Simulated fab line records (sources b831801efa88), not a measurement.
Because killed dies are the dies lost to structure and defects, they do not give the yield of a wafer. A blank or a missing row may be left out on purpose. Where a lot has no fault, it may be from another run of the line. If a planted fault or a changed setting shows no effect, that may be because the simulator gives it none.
Which tool was responsible?	flow gf180mcu	11 lots (33 wafers sampled), 1 step of a 602-step route

WHAT THE GAUGES READ, wafer by wafer
GF_V4_CD_MEAS_14 targets a cd of 260 nm. Usual: cd-nm reads 259.9 nm (standard deviation 1.2).
lot	measured	on	cd-nm (nm)	flag
L870	day 24 12:58	cd-sem-01	260.0 259.5 259.4	
L871	day 24 19:29	cd-sem-01	260.6 260.5 260.2	
L872	day 25 09:10	cd-sem-01	261.6 260.8 260.0	
L876	day 26 14:07	cd-sem-02	258.7 259.2 257.8	
L877	day 27 05:10	cd-sem-01	261.0 258.9 259.5	
L880	day 28 06:24	cd-sem-02	261.4 260.7 261.7	
L887	day 30 02:39	cd-sem-02	260.3 259.2 259.8	
L889	day 30 10:42	cd-sem-02	259.6 258.2 258.9	
L890	day 30 17:23	cd-sem-01	261.1 258.9 260.1	
L891	day 31 00:18	cd-sem-02	260.0 261.0 260.6	
L892	day 31 04:35	cd-sem-02	261.2 262.1 260.7	

TOOL THAT RAN EACH LOT (tool first, then ch and the chambers of the sampled wafers, then the start)
The record shows no process step preceding these readings.

WHAT THE TOOLS THEMSELVES READ (means of the sampled wafers that have a number; where no wafer has one, the mark that the record gives instead)
The record holds no such reading with a usual standard deviation.

THE ANSWER, worked out from the rows above alone
Rule: lot off if the mean of its wafers having a number is beyond 3 standard deviations from the usual mean. Also off: a lot with no number at a reading for which 4 or more lots have one. Where the step has rows for the other lots, those lots are counted as sound. After the gauges, taken in route order, come the tools' own readings; for these a lot's mean is taken, as printed above. The first step at which some lot is off is used, and at that step the reading that is off furthest; a lot without a number counts as furthest.
No lot is off on any of the readings shown, so nothing can be concluded from this.

WHAT HAD BEEN PUT IN BY THE SIMULATOR
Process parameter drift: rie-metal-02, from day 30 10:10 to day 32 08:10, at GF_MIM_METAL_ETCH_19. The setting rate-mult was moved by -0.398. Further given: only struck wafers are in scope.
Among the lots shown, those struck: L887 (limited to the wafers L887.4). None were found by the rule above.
